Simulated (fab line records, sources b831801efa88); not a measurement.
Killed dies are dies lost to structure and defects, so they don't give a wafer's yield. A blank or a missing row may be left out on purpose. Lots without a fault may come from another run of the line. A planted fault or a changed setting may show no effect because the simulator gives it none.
Split-lot experiment | flow gf180mcu | 5 lots, 23 wafers read, on a route of 602 steps

THE SPLIT
At GF_M3_SPUTTER_02 (material AlCu, target thk 450 nm, time 23.9 s), the setting chamber_pressure_pa was moved away from the recipe's 0.4 Pa on 20 of the 23 wafers read, by -8.4% to +13.6%. The other wafers ran this setting at the recipe's value.

The reading is taken at the split's own step.

THE READING
AlCu_of_M3_SPUTTER_02.thk_nm (the simulator's own value, which no gauge read), in nm, at GF_M3_SPUTTER_02 (material AlCu, target thk 450 nm, time 23.9 s). The file gives no usual value for it. The 3 wafers here that ran the recipe average 455.9 nm, standard deviation 2.5 nm.

wafer  | tool, chamber at the split | chamber_pressure_pa as run, Pa | against the recipe | AlCu_of_M3_SPUTTER_02.thk_nm, nm | against lot-mates on the recipe
L075.2 | pvd_sputter-04, -          | 0.4546                         | +13.6%             | 433.8                            | no lot-mate on the recipe
L075.3 | pvd_sputter-04, -          | 0.4546                         | +13.6%             | 435.5                            | no lot-mate on the recipe
L075.4 | pvd_sputter-04, -          | 0.4546                         | +13.6%             | 431.8                            | no lot-mate on the recipe
L075.5 | pvd_sputter-04, -          | 0.4546                         | +13.6%             | 434.2                            | no lot-mate on the recipe
L075.6 | pvd_sputter-04, -          | 0.4546                         | +13.6%             | 432.2                            | no lot-mate on the recipe
L078.1 | pvd_sputter-02, -          | 0.3666                         | -8.4%              | 453.5                            | no lot-mate on the recipe
L078.2 | pvd_sputter-02, -          | 0.3666                         | -8.4%              | 455.8                            | no lot-mate on the recipe
L078.3 | pvd_sputter-02, -          | 0.3666                         | -8.4%              | 457.5                            | no lot-mate on the recipe
L078.5 | pvd_sputter-02, -          | 0.3666                         | -8.4%              | 451.9                            | no lot-mate on the recipe
L078.6 | pvd_sputter-02, -          | 0.3666                         | -8.4%              | 454.5                            | no lot-mate on the recipe
L079.1 | pvd_sputter-02, -          | 0.4381                         | +9.5%              | 435.8                            | no lot-mate on the recipe
L079.2 | pvd_sputter-02, -          | 0.4381                         | +9.5%              | 431.7                            | no lot-mate on the recipe
L079.3 | pvd_sputter-02, -          | 0.4381                         | +9.5%              | 434.6                            | no lot-mate on the recipe
L079.5 | pvd_sputter-02, -          | 0.4381                         | +9.5%              | 431.2                            | no lot-mate on the recipe
L079.6 | pvd_sputter-02, -          | 0.4381                         | +9.5%              | 433.8                            | no lot-mate on the recipe
L080.2 | pvd_sputter-04, -          | 0.4                            | recipe             | 456.4                            | -
L080.5 | pvd_sputter-04, -          | 0.4                            | recipe             | 452.6                            | -
L080.6 | pvd_sputter-04, -          | 0.4                            | recipe             | 458.6                            | -
L083.1 | pvd_sputter-02, -          | 0.4206                         | +5.1%              | 443.1                            | no lot-mate on the recipe
L083.2 | pvd_sputter-02, -          | 0.4206                         | +5.1%              | 444.8                            | no lot-mate on the recipe
L083.3 | pvd_sputter-02, -          | 0.4206                         | +5.1%              | 443.7                            | no lot-mate on the recipe
L083.4 | pvd_sputter-02, -          | 0.4206                         | +5.1%              | 443.6                            | no lot-mate on the recipe
L083.5 | pvd_sputter-02, -          | 0.4206                         | +5.1%              | 443.8                            | no lot-mate on the recipe

THE FIT
A straight line over all 23 wafers: AlCu_of_M3_SPUTTER_02.thk_nm changes by -1.11 nm for each +1% of chamber_pressure_pa; r = -0.91; the points scatter about the line by 4.2 nm.
Too few moved wafers have a lot-mate on the recipe to fit a line with each lot's own level taken away.

THE FILE'S OWN FIT
AlCu_of_M3_SPUTTER_02.thk_nm changes by -1.11 nm for each +1% of chamber_pressure_pa, r = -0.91.
